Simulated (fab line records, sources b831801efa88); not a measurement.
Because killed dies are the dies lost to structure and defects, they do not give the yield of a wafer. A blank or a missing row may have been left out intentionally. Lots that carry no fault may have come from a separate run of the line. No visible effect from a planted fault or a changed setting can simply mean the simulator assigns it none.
8D (eight disciplines) problem report, filled in by code / flow gf180mcu / the parts of the form that need people (team, actions taken, sign-off) are left out

## 1. PROBLEM STATEMENT
GF_V4_ETCH_16, oes product au: mean 0.827 a.u. on 2 wafers (1 lot); fault-free wafers 0.855 a.u., standard deviation 0.0044. Measured from the usual mean, that is -6.4 standard deviations.
The step: etches BARC in N2/H2.
First observed at day 28 23:18: wafer L543.1, on rie diel-02. The record has a number at this step for 15 wafers belonging to 5 lots. Rule for "out", or "out of limits": more than 4 standard deviations from the usual mean. The rest of the wafers with a number are treated as sound.

## 2. WHAT THIS IS AND IS NOT
question=which readings at this step | is=oes product au | is not=drypump motor current A, throttle valve pct
question=which lots | is=L543 | is not=L529, L533, L551, L552
question=which wafers of those lots | is=L543.1, L543.3 | is not=L543.2
question=read on which tools | is=rie diel-02 | is not=rie diel-01, rie diel-03
question=when | is=from day 28 23:18 | is not=up to then (7 sound wafers); but 6 sound wafers of L551, L552 came after

## 3. SUSPECTS, AND WHAT RULES EACH OUT
Counting: a tool at a process step up to the reading stays a suspect if it ran every lot that is out. Sound lots after the first of them don't rule it out here, since some wafers of a struck lot are sound.
- cmp-02 at GF_V4_CMP_04 (polishes SiO2): kept. It ran the lot that is out, L543 (day 28 03:43).
- rie diel-02 at GF_V4_ETCH_16 (etches BARC in N2/H2): kept. L543, the lot that is out, went through it at day 28 23:18; up to then, the latest sound lot through it was L533 at day 25 22:16. Out on those wafers are its own readings of oes product au.
- Within cmp-02 at GF_V4_CMP_04: the wafers that are out ran in chambers 0, 1; their sound lot-mates ran in chamber 2.
- Within rie diel-02 at GF_V4_ETCH_16: the wafers that are out ran in chambers 0, 2; their sound lot-mates ran in chamber 3.
The count leaves rie diel-02 at GF_V4_ETCH_16 and cmp-02 at GF_V4_CMP_04.

## 4. THE CAUSE (what the simulator had put in)
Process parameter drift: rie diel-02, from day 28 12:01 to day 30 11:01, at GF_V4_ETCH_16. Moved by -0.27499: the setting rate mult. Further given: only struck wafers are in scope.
After counting, 2 suspects remain, this tool included.

## 5. THE EFFECT CHAIN, in route order
Rows list readings where the struck wafers' mean (over those with a number) sits beyond 3 standard deviations from the usual. Readings are gone through only where the record gives a usual standard deviation; hours: the median, over the lots, of the time from a lot's start at the first step in this table giving one to that lot's start at this step; sigmas: the change measured in usual standard deviations.
hours=0; step=GF_V4_ETCH_16; reading=oes product au; usual=0.855 a.u.; on struck wafers=0.827; change=-0.028; sigmas=-6.4
The process steps in it:
- GF_V4_ETCH_16: etches BARC in N2/H2.

## 6. WHAT WOULD HAVE CAUGHT IT SOONER
The fault began at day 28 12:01; the first out-of-limits reading in this record came at day 28 23:18, 11 hours later.
